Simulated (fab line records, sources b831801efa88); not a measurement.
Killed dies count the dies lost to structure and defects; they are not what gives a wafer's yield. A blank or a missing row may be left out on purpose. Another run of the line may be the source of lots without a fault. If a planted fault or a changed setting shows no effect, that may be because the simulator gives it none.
What tool caused it? ; flow sky130 ; 39 wafers from 13 lots sampled at 3 of the route's 708 steps

WHAT THE GAUGES SHOWED, per wafer
SKY_VT_ADJUST_HVTR_CD_MEAS_07: the cd target is 380 nm.
lot;measured;on;cd nm (nm)
L454;day 9 13:35;cd sem-01;381.1 383.2 383.6
L456;day 10 05:56;cd sem-01;378.8 380.2 381.8
L457;day 10 11:52;cd sem-02;381.9 379.4 381.8
L458;day 10 16:52;cd sem-02;379.8 379.1 378.9
L461;day 11 19:58;cd sem-02;377.9 380.1 377.8
L462;day 11 22:15;cd sem-02;375.6 377.5 378.4
L466;day 13 00:36;cd sem-02;381.1 381.3 383.3
L467;day 13 07:44;cd sem-01;373.9 372.1 376.5
L468;day 13 16:41;cd sem-02;379.4 375.7 380.3
L470;day 14 13:05;cd sem-02;381.1 381.0 383.0
L475;day 15 19:31;cd sem-01;380.2 380.8 380.4
L476;day 16 10:42;cd sem-02;377.5 378.2 377.0
L477;day 16 14:53;cd sem-01;377.0 379.7 378.5

SKY_SONOS_ONO_CD_MEAS_13: the cd target is 410 nm.
lot;measured;on;cd nm (nm)
L454;day 12 20:41;cd sem-01;410.1 411.0 411.5
L456;day 13 09:53;cd sem-02;413.3 413.9 412.4
L457;day 13 17:21;cd sem-01;409.1 412.1 409.5
L458;day 13 22:41;cd sem-01;411.5 408.1 413.6
L461;day 15 05:20;cd sem-02;411.3 408.6 408.9
L462;day 15 09:55;cd sem-02;410.2 408.5 409.1
L466;day 16 16:12;cd sem-01;409.4 410.0 408.5
L467;day 16 21:53;cd sem-01;409.2 409.4 409.3
L468;day 17 09:47;cd sem-01;411.2 411.4 411.2
L470;day 18 08:08;cd sem-01;411.3 411.0 412.6
L475;day 19 21:08;cd sem-02;409.2 409.7 410.2
L476;day 20 10:39;cd sem-02;409.8 407.6 408.1
L477;day 20 15:41;cd sem-02;405.5 407.0 406.7

TOOL THAT RAN EACH LOT (tool first, then ch and the chambers of the sampled wafers, then the start)
lot;SKY_VT_ADJUST_NCORE_STRIP_10
L454;plasma asher-03 ch 0, day 8 16:32
L456;plasma asher-04 ch 0,1, day 9 09:45
L457;plasma asher-03 ch 0, day 9 14:47
L458;plasma asher-01 ch 0,1, day 9 20:14
L461;plasma asher-04 ch 0,1, day 10 20:46
L462;plasma asher-04 ch 0,1, day 10 23:08
L466;plasma asher-04 ch 0,1, day 11 23:32
L467;plasma asher-04 ch 0,1, day 12 06:59
L468;plasma asher-01 ch 0,1, day 12 15:26
L470;plasma asher-01 ch 0, day 13 11:50
L475;plasma asher-03 ch 0,1, day 14 16:58
L476;plasma asher-03 ch 0,1, day 15 07:08
L477;plasma asher-01 ch 0,1, day 15 11:14
- SKY_VT_ADJUST_NCORE_STRIP_10: strips in O2/N2.

WHAT THE TOOLS THEMSELVES READ (means of the sampled wafers that have a number; where no wafer has one, the mark that the record gives instead)
SKY_VT_ADJUST_NCORE_STRIP_10.
lot;tool;drypump motor current A (A);o2 flow sccm (sccm);oes product au (a.u.);strip time to endpoint s (s)
L454;plasma asher-03;5.2;3009;0.714;14.26
L456;plasma asher-04;6.5;2995;0.715;14.16
L457;plasma asher-03;5.2;2985;0.714;14.08
L458;plasma asher-01;5.9;2993;0.715;14.17
L461;plasma asher-04;6.5;3006;0.716;14.21
L462;plasma asher-04;6.5;2994;0.716;14.12
L466;plasma asher-04;6.5;3010;0.717;14.15
L467;plasma asher-04;6.4;3005;0.717;14.19
L468;plasma asher-01;5.7;3002;0.712;14.11
L470;plasma asher-01;5.5;3002;0.718;14.16
L475;plasma asher-03;5.6;2997;0.713;14.21
L476;plasma asher-03;5.6;2999;0.716;14.13
L477;plasma asher-01;5.9;3000;0.713;14.18

THE ANSWER, worked out from the rows above alone
Rule: the usual values come from the lots themselves. Put in order of their means at a reading, lots are off if they are a third of the lots or fewer, leave a main group of 4 or more, and stand apart from it by a gap of 3 or more times the standard deviation of the main group's means; of several such gaps the widest counts. A main group whose means are all the same, to the digits that the tables above print for the reading, isn't used. A lot without any number at a reading at which 4 lots or more have one is off too. Where the step has rows for the other lots, those lots are counted as sound. The gauges are gone through in route order, then the tools' own readings, and for those a lot's mean is taken as printed above. The first step at which some lot is off is used, and at that step the reading that is off furthest; a lot without a number counts as furthest.
Across all readings shown, no lot is off: no conclusion can be drawn from this.

WHAT THE SIMULATOR PUT IN
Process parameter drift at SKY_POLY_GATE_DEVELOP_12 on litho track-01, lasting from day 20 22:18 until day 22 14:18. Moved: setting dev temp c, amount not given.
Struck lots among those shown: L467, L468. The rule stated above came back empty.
